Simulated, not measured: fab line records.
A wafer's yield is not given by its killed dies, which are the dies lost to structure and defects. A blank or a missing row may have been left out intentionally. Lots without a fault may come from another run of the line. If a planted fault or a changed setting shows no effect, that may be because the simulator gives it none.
Which tool was responsible? || flow sky130 || 10 lots (30 wafers sampled), 1 step of a 708-step route

WHAT EACH GAUGE READ, for each wafer
SKY_FIELD_ISO_THK_MEAS_02.
{"lot": "L666", "measured": "day 1 16:38", "on": "film metro-03", "FIELD_ISO_OXIDATION_00_THK (nm)": "12.37 11.98 12.19"}
{"lot": "L671", "measured": "day 2 18:01", "on": "film metro-04", "FIELD_ISO_OXIDATION_00_THK (nm)": "12.27 12.35 12.11"}
{"lot": "L675", "measured": "day 3 15:07", "on": "film metro-01", "FIELD_ISO_OXIDATION_00_THK (nm)": "11.45 11.57 11.42"}
{"lot": "L677", "measured": "day 4 01:03", "on": "film metro-04", "FIELD_ISO_OXIDATION_00_THK (nm)": "12.38 12.29 12.19"}
{"lot": "L678", "measured": "day 4 04:38", "on": "film metro-04", "FIELD_ISO_OXIDATION_00_THK (nm)": "11.80 11.95 12.07"}
{"lot": "L679", "measured": "day 4 11:16", "on": "film metro-03", "FIELD_ISO_OXIDATION_00_THK (nm)": "12.12 12.04 11.92"}
{"lot": "L682", "measured": "day 5 01:50", "on": "film metro-04", "FIELD_ISO_OXIDATION_00_THK (nm)": "12.04 11.89 11.88"}
{"lot": "L683", "measured": "day 5 06:04", "on": "film metro-03", "FIELD_ISO_OXIDATION_00_THK (nm)": "12.09 11.80 11.93"}
{"lot": "L686", "measured": "day 5 21:25", "on": "film metro-01", "FIELD_ISO_OXIDATION_00_THK (nm)": "11.63 11.68 11.62"}
{"lot": "L687", "measured": "day 6 02:38", "on": "film metro-04", "FIELD_ISO_OXIDATION_00_THK (nm)": "11.91 11.99 11.89"}

TOOL THAT RAN EACH LOT (tool first, then ch and the chambers of the sampled wafers, then the start)
No process step before these readings appears in the record.

THE ANSWER, worked out from the rows above alone
Rule: usual is defined by the lots themselves. The widest of any qualifying gaps counts: lots, ordered by their means at a reading, are off when they make up no more than a third of the lots, leave a main group of 4 or more, and stand apart from it by 3 or more times the standard deviation of that group's means. If all means in a main group match to the digits the tables above print for the reading, that group is not used. A lot without any number at a reading at which 4 lots or more have one is off too. All remaining lots with rows at the step are treated as sound.
No lot is off at any reading shown: from this, nothing can be told.

WHAT THE SIMULATOR PUT IN
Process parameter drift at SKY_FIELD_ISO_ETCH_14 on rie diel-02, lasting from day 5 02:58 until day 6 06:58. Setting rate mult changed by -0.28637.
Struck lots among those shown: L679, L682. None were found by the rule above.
